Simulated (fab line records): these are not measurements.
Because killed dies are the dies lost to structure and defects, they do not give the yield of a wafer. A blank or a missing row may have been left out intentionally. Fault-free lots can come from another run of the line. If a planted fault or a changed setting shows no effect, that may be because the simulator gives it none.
What tool caused it? -- flow gf180mcu -- 21 wafers sampled from 7 lots at 1 step of a route of 602

## WHAT THE GAUGES SHOWED, per wafer
GF_M2_RS_MEAS_05: measures by four-point-probe.
lot,measured,on,M2_ALCU_RS (ohm/sq)
L437,day 20 02:05,filmMetro-01,0.0690 0.0683 0.0679
L440,day 20 11:46,filmMetro-03,0.0671 0.0674 0.0691
L446,day 22 16:09,filmMetro-02,0.0676 0.0681 0.0694
L448,day 23 17:28,filmMetro-02,0.0700 0.0690 0.0691
L452,day 24 18:11,filmMetro-03,0.0695 0.0688 0.0679
L455,day 25 14:47,filmMetro-03,0.0692 0.0709 0.0709
L457,day 26 07:16,filmMetro-03,0.0664 0.0674 0.0679

## EACH LOT AND THE TOOL THAT RAN IT (in order: tool; ch and the chambers of the sampled wafers; start)
No process step before these readings appears in the record.

## THE ANSWER, worked out from the rows above alone
Rule: the usual values come from the lots themselves. Put in order of their means at a reading, lots are off if they are a third of the lots or fewer, leave a main group of 4 or more, and stand apart from it by a gap of 3 or more times the standard deviation of the main group's means; of several such gaps the widest counts. A main group whose means are all the same, to the digits that the tables above print for the reading, isn't used. A lot without any number at a reading at which 4 lots or more have one is off too. Where the step has rows for the other lots, those lots are counted as sound.
None of the lots is off at any reading shown; this tells nothing.

## WHAT THE SIMULATOR HAD INSERTED
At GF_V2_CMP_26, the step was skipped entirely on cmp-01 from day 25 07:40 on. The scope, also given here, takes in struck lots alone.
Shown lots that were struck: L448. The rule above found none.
